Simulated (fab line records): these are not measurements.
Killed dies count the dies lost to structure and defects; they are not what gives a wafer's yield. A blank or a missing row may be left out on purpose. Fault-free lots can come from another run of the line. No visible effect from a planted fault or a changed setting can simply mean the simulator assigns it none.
Which tool was responsible? -- flow sky130 -- Sampling: 11 lots, 33 wafers, 3 of 708 route steps

## WHAT THE GAUGES READ, wafer by wafer
SKY_CONTACT_OVL_MEAS_15.
lot,measured,on,CONTACT_OVL (nm)
L658,day 31 23:19,overlay-01,-5 -5 -7
L659,day 32 09:28,overlay-02,0 -5 2
L660,day 32 17:16,overlay-02,0 -2 5
L661,day 33 10:25,overlay-02,-5 -5 1
L662,day 33 10:56,overlay-01,-6 -1 -5
L664,day 34 11:26,overlay-02,71 60 75
L666,day 35 13:55,overlay-01,65 69 65
L670,day 36 02:31,overlay-01,0 -6 -5
L671,day 36 15:06,overlay-02,72 73 68
L675,day 37 14:22,overlay-02,4 2 1
L680,day 39 05:50,overlay-02,1 -4 -4

## WHICH TOOL RAN EACH LOT (tool, then ch and the chambers of the sampled wafers, then the start)
lot,SKY_LOCAL_INTERCONNECT_STRIP_15,SKY_CONTACT_EXPOSE_11
L658,"plasma_asher-01 ch 0,1, day 30 18:14","krf_scanner-01 ch 0, day 31 09:26"
L659,"plasma_asher-03 ch 0,1, day 31 05:04","krf_scanner-01 ch 0, day 31 19:45"
L660,"plasma_asher-01 ch 0,1, day 31 11:44","krf_scanner-01 ch 0, day 32 02:59"
L661,"plasma_asher-02 ch 0, day 32 05:40","krf_scanner-02 ch 0, day 32 21:01"
L662,"plasma_asher-03 ch 0,1, day 32 06:01","krf_scanner-01 ch 0, day 32 21:35"
L664,"plasma_asher-03 ch 0,1, day 33 07:08","krf_scanner-01 ch 0, day 33 21:55"
L666,"plasma_asher-02 ch 0,1, day 34 09:55","krf_scanner-01 ch 0, day 35 00:28"
L670,"plasma_asher-01 ch 1, day 34 22:40","krf_scanner-02 ch 0, day 35 13:19"
L671,"plasma_asher-03 ch 1, day 35 11:30","krf_scanner-01 ch 0, day 36 02:11"
L675,"plasma_asher-01 ch 0,1, day 36 10:59","krf_scanner-02 ch 0, day 37 01:37"
L680,"plasma_asher-03 ch 0,1, day 38 02:19","krf_scanner-02 ch 0, day 38 16:32"
- SKY_LOCAL_INTERCONNECT_STRIP_15: strips in O2/N2.
- SKY_CONTACT_EXPOSE_11: exposes mask CTM1, target cd 170 nm.

## THE ANSWER, worked out from the rows above alone
Rule: usual is defined by the lots themselves. The widest of any qualifying gaps counts: lots, ordered by their means at a reading, are off when they make up no more than a third of the lots, leave a main group of 4 or more, and stand apart from it by 3 or more times the standard deviation of that group's means. A main group is skipped when, at the precision printed for the reading in the tables above, its means are all equal. A lot without any number at a reading at which 4 lots or more have one is off too. The other lots that the step has rows for count as sound.
Off: L664, L666, L671, at SKY_CONTACT_OVL_MEAS_15 (CONTACT_OVL). Mean -2 nm and standard deviation 2.5 in the main group.
A tool fits if, at a process step before that reading, it ran every lot that is off, and no sound lot after the first of them. Those tools and the gauges at SKY_CONTACT_OVL_MEAS_15 are tried in the same way. One fits: SKY_CONTACT_EXPOSE_11 on krf_scanner-01. A fault onset in the window from L662 (day 32 21:35, its last sound lot) to L664 (day 33 21:55, its first lot off) fits.

## WHAT THE SIMULATOR HAD INSERTED
Scanner matching overlay: krf_scanner-01, from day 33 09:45 on, at SKY_CONTACT_EXPOSE_11. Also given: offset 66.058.
Struck lots among those shown: L664, L666, L671. Same finding as the rule above.
